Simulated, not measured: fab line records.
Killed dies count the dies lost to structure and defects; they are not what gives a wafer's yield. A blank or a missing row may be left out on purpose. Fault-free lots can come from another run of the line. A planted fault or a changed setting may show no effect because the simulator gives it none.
The tool behind it: which one? | flow gf180mcu | 24 lots with 72 wafers sampled at 2 steps, on a route of 602 steps

## WHAT THE GAUGES SHOWED, per wafer
GF_DUAL_GATE_THK_MEAS_03.
lot  | measured     | on            | DUAL_GATE_OXIDATION_00_THK (nm)
L074 | day 7 14:03  | film-metro-02 | 10.81 10.69 10.63
L075 | day 8 00:54  | film-metro-04 | 10.80 10.78 10.79
L076 | day 8 10:30  | film-metro-04 | 10.86 11.02 11.06
L077 | day 8 13:12  | film-metro-03 | 10.90 11.05 10.96
L078 | day 8 22:38  | film-metro-02 | 11.25 10.86 11.09
L079 | day 9 02:53  | film-metro-03 | 11.30 11.10 11.11
L080 | day 9 13:40  | film-metro-02 | 11.16 10.90 10.87
L081 | day 9 21:46  | film-metro-03 | 11.06 10.96 11.12
L082 | day 10 04:43 | film-metro-02 | 10.94 10.76 10.83
L083 | day 10 04:45 | film-metro-02 | 10.90 11.08 10.81
L084 | day 10 14:21 | film-metro-04 | 10.95 11.00 10.85
L085 | day 10 17:12 | film-metro-02 | 11.13 11.20 11.08
L086 | day 10 22:36 | film-metro-03 | 10.97 11.14 11.10
L087 | day 11 06:25 | film-metro-04 | 11.30 11.38 11.53
L088 | day 11 12:47 | film-metro-02 | 11.23 11.19 11.27
L089 | day 11 19:21 | film-metro-03 | 10.99 10.84 10.72
L090 | day 12 05:04 | film-metro-04 | 11.01 10.85 10.95
L091 | day 12 10:22 | film-metro-04 | 11.15 11.09 11.11
L092 | day 12 13:58 | film-metro-04 | 11.18 11.07 11.05
L093 | day 12 20:17 | film-metro-02 | 11.18 11.08 11.03
L094 | day 13 01:45 | film-metro-02 | 10.99 11.05 11.24
L095 | day 13 10:40 | film-metro-04 | 10.93 10.96 10.88
L096 | day 13 16:38 | film-metro-02 | 10.85 10.83 10.93
L097 | day 14 02:40 | film-metro-04 | 10.76 10.87 10.82

GF_V1_THK_MEAS_03.
lot  | measured     | on            | V1_CVD_02_THK (nm)
L074 | day 17 02:08 | film-metro-03 | 856 855 865
L075 | day 17 19:41 | film-metro-02 | 849 852 875
L076 | day 18 12:07 | film-metro-02 | 837 849 855
L077 | day 18 12:58 | film-metro-04 | 863 857 842
L078 | day 19 06:47 | film-metro-04 | 854 839 840
L079 | day 19 08:17 | film-metro-03 | 863 844 877
L080 | day 19 20:25 | film-metro-02 | 874 857 872
L081 | day 20 08:46 | film-metro-04 | 847 854 848
L082 | day 20 11:07 | film-metro-04 | 847 862 860
L083 | day 20 14:32 | film-metro-04 | 853 843 858
L084 | day 20 23:50 | film-metro-04 | 865 843 864
L085 | day 21 09:20 | film-metro-04 | 839 864 859
L086 | day 21 15:52 | film-metro-04 | 856 847 870
L087 | day 22 00:06 | film-metro-02 | 825 843 847
L088 | day 22 11:49 | film-metro-04 | 842 868 870
L089 | day 22 15:23 | film-metro-02 | 839 835 839
L090 | day 23 01:37 | film-metro-03 | 839 849 852
L091 | day 23 10:13 | film-metro-03 | 830 853 859
L092 | day 23 12:47 | film-metro-04 | 843 861 870
L093 | day 23 18:57 | film-metro-02 | 843 842 861
L094 | day 23 23:35 | film-metro-02 | 856 851 865
L095 | day 24 13:09 | film-metro-03 | 830 842 854
L096 | day 24 20:08 | film-metro-02 | 835 841 859
L097 | day 25 07:27 | film-metro-02 | 854 847 866

## EACH LOT AND THE TOOL THAT RAN IT (in order: tool; ch and the chambers of the sampled wafers; start)
Before these readings, the record contains no process step.

## WHAT THE TOOLS THEMSELVES READ (means of the sampled wafers that have a number; where no wafer has one, the mark that the record gives instead)
The record holds no such reading with a usual standard deviation.

## THE ANSWER, worked out from the rows above alone
Rule: what is usual is taken from the lots themselves. The widest of any qualifying gaps counts: lots, ordered by their means at a reading, are off when they make up no more than a third of the lots, leave a main group of 4 or more, and stand apart from it by 3 or more times the standard deviation of that group's means. The tables above print the reading to a certain number of digits; a main group whose means all agree to those digits is not used. A lot without any number at a reading at which 4 lots or more have one is off too. Any other lot the step has rows for is counted as sound. Order of review: gauges by route order, followed by the tools' own readings, for which a lot's mean as printed above is used. The first step at which some lot is off is used, and at that step the reading that is off furthest; a lot without a number counts as furthest.
Nothing can be told from this: no lot is off at any reading shown.

## WHAT THE SIMULATOR HAD PUT IN
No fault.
